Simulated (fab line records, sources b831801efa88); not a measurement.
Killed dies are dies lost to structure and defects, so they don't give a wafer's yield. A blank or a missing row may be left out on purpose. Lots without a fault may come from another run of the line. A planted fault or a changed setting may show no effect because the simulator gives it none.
Which tool did it? | flow sky130 | 14 lots, 42 wafers sampled, at 3 steps of a route of 708

WHAT THE GAUGES READ, wafer by wafer
SKY_NWELL_TW_MEAS_15.
lot  | measured    | on            | NWELL_TW
L221 | day 4 14:10 | film_metro-02 | 1815 1814 1821
L222 | day 4 22:11 | film_metro-01 | 1802 1799 1814
L223 | day 4 23:31 | film_metro-01 | 1804 1806 1815
L224 | day 5 03:03 | film_metro-04 | 1843 1839 1843
L225 | day 6 01:53 | film_metro-04 | 1854 1852 1839
L226 | day 6 12:52 | film_metro-04 | 1855 1839 1842
L229 | day 6 21:57 | film_metro-01 | 1800 1803 1800
L233 | day 7 13:43 | film_metro-02 | 1800 1809 1809
L234 | day 7 22:51 | film_metro-01 | 1800 1805 1800
L237 | day 8 10:57 | film_metro-04 | 31 30 31
L238 | day 8 15:49 | film_metro-04 | 30 30 30
L239 | day 8 20:51 | film_metro-04 | 1834 1836 1842
L243 | day 9 22:23 | film_metro-01 | 1784 1803 1786
L242 | day 9 22:43 | film_metro-04 | 1841 1837 1837

WHICH TOOL RAN EACH LOT (tool, then ch and the chambers of the sampled wafers, then the start)
lot  | SKY_PWDE_STRIP_09                   | SKY_NWELL_STRIP_14
L221 | plasma_asher-04 ch 0,1, day 3 21:32 | plasma_asher-04 ch 0,1, day 4 14:05
L222 | plasma_asher-01 ch 0,1, day 4 05:18 | plasma_asher-04 ch 0,1, day 4 22:05
L223 | plasma_asher-02 ch 0,1, day 4 06:59 | plasma_asher-03 ch 0,1, day 4 23:26
L224 | plasma_asher-04 ch 0,1, day 4 10:36 | plasma_asher-04 ch 0,1, day 5 02:57
L225 | plasma_asher-01 ch 0,1, day 5 06:50 | plasma_asher-02 ch 0,1, day 6 01:47
L226 | plasma_asher-01 ch 0,1, day 5 17:26 | plasma_asher-02 ch 0,1, day 6 12:46
L229 | plasma_asher-01 ch 0,1, day 6 01:35 | plasma_asher-02 ch 0,1, day 6 21:51
L233 | plasma_asher-01 ch 0,1, day 6 17:56 | plasma_asher-02 ch 0,1, day 7 13:38
L234 | plasma_asher-04 ch 1, day 7 02:39   | plasma_asher-03 ch 1, day 7 22:44
L237 | plasma_asher-04 ch 0,1, day 7 13:44 | plasma_asher-04 ch 0,1, day 8 10:51
L238 | plasma_asher-02 ch 0,1, day 7 18:23 | plasma_asher-03 ch 0,1, day 8 15:43
L239 | plasma_asher-04 ch 0,1, day 7 23:18 | plasma_asher-02 ch 0,1, day 8 20:44
L243 | plasma_asher-02 ch 0,1, day 8 23:35 | plasma_asher-04 ch 0,1, day 9 22:16
L242 | plasma_asher-04 ch 0, day 8 23:56   | plasma_asher-03 ch 0,1, day 9 22:36
- SKY_PWDE_STRIP_09: strips in O2/N2.
- SKY_NWELL_STRIP_14: strips in O2/N2.

WHAT THE TOOLS THEMSELVES READ (means of the sampled wafers that have a number; where no wafer has one, the mark that the record gives instead)
SKY_PWDE_STRIP_09.
lot  | tool            | chamber_pressure_mTorr (mTorr) | drypump_motor_current_A (A) | oes_product_au (a.u.) | strip_time_to_endpoint_s (s)
L221 | plasma_asher-04 | 1500.2                         | 5.4                         | 0.721                 | 37.04
L222 | plasma_asher-01 | 1499.5                         | 5.8                         | 0.720                 | 36.79
L223 | plasma_asher-02 | 1500.2                         | 6.0                         | 0.721                 | 36.93
L224 | plasma_asher-04 | 1499.5                         | 5.4                         | 0.721                 | 36.92
L225 | plasma_asher-01 | 1500.8                         | 5.8                         | 0.725                 | 36.90
L226 | plasma_asher-01 | 1500.8                         | 5.6                         | 0.719                 | 36.96
L229 | plasma_asher-01 | 1500.4                         | 5.6                         | 0.721                 | 37.04
L233 | plasma_asher-01 | 1500.1                         | 5.8                         | 0.724                 | 36.97
L234 | plasma_asher-04 | 1500.2                         | 5.2                         | 0.723                 | 36.99
L237 | plasma_asher-04 | -                              | -                           | -                     | -
L238 | plasma_asher-02 | -                              | -                           | -                     | -
L239 | plasma_asher-04 | 1500.0                         | 5.4                         | 0.725                 | 36.99
L243 | plasma_asher-02 | 1499.9                         | 6.0                         | 0.724                 | 37.18
L242 | plasma_asher-04 | 1499.6                         | 6.0                         | 0.721                 | 36.85

SKY_NWELL_STRIP_14.
lot  | tool            | chamber_pressure_mTorr (mTorr) | drypump_motor_current_A (A) | oes_product_au (a.u.) | strip_time_to_endpoint_s (s)
L221 | plasma_asher-04 | 1499.5                         | 5.4                         | 0.722                 | 36.95
L222 | plasma_asher-04 | 1499.5                         | 5.4                         | 0.722                 | 36.92
L223 | plasma_asher-03 | 1501.8                         | 5.7                         | 0.726                 | 36.93
L224 | plasma_asher-04 | 1499.5                         | 5.4                         | 0.723                 | 36.91
L225 | plasma_asher-02 | 1500.7                         | 6.3                         | 0.722                 | 37.04
L226 | plasma_asher-02 | 1500.3                         | 6.3                         | 0.723                 | 36.93
L229 | plasma_asher-02 | 1500.4                         | 6.3                         | 0.724                 | 37.05
L233 | plasma_asher-02 | 1500.4                         | 6.0                         | 0.722                 | 36.96
L234 | plasma_asher-03 | 1499.0                         | 5.6                         | 0.724                 | 37.08
L237 | plasma_asher-04 | 1499.5                         | 5.7                         | 0.736                 | 81.53
L238 | plasma_asher-03 | 1499.8                         | 5.8                         | 0.737                 | 81.18
L239 | plasma_asher-02 | 1498.6                         | 6.0                         | 0.717                 | 36.96
L243 | plasma_asher-04 | 1499.6                         | 5.5                         | 0.725                 | 36.81
L242 | plasma_asher-03 | 1500.0                         | 5.8                         | 0.719                 | 36.95

THE ANSWER, worked out from the rows above alone
Rule: what is usual is taken from the lots themselves. Put in order of their means at a reading, lots are off if they are a third of the lots or fewer, leave a main group of 4 or more, and stand apart from it by a gap of 3 or more times the standard deviation of the main group's means; of several such gaps the widest counts. A main group whose means are all the same, to the digits that the tables above print for the reading, isn't used. A lot without any number at a reading at which 4 lots or more have one is off too. The other lots that the step has rows for count as sound. The gauges are gone through in route order, then the tools' own readings, and for those a lot's mean is taken as printed above. The first step at which some lot is off is used, and at that step the reading that is off furthest; a lot without a number counts as furthest.
Off: L237, L238, at SKY_NWELL_TW_MEAS_15 (NWELL_TW). The main group: mean 1820, standard deviation 20.
A tool fits if, at a process step before that reading, it ran every lot that is off, and no sound lot after the first of them. The gauges at SKY_NWELL_TW_MEAS_15 aren't tried: what is off there is off at SKY_PWDE_STRIP_09 too, on other tools, and a gauge's error can't cause that. None of those tried fits.

WHAT THE SIMULATOR HAD PUT IN
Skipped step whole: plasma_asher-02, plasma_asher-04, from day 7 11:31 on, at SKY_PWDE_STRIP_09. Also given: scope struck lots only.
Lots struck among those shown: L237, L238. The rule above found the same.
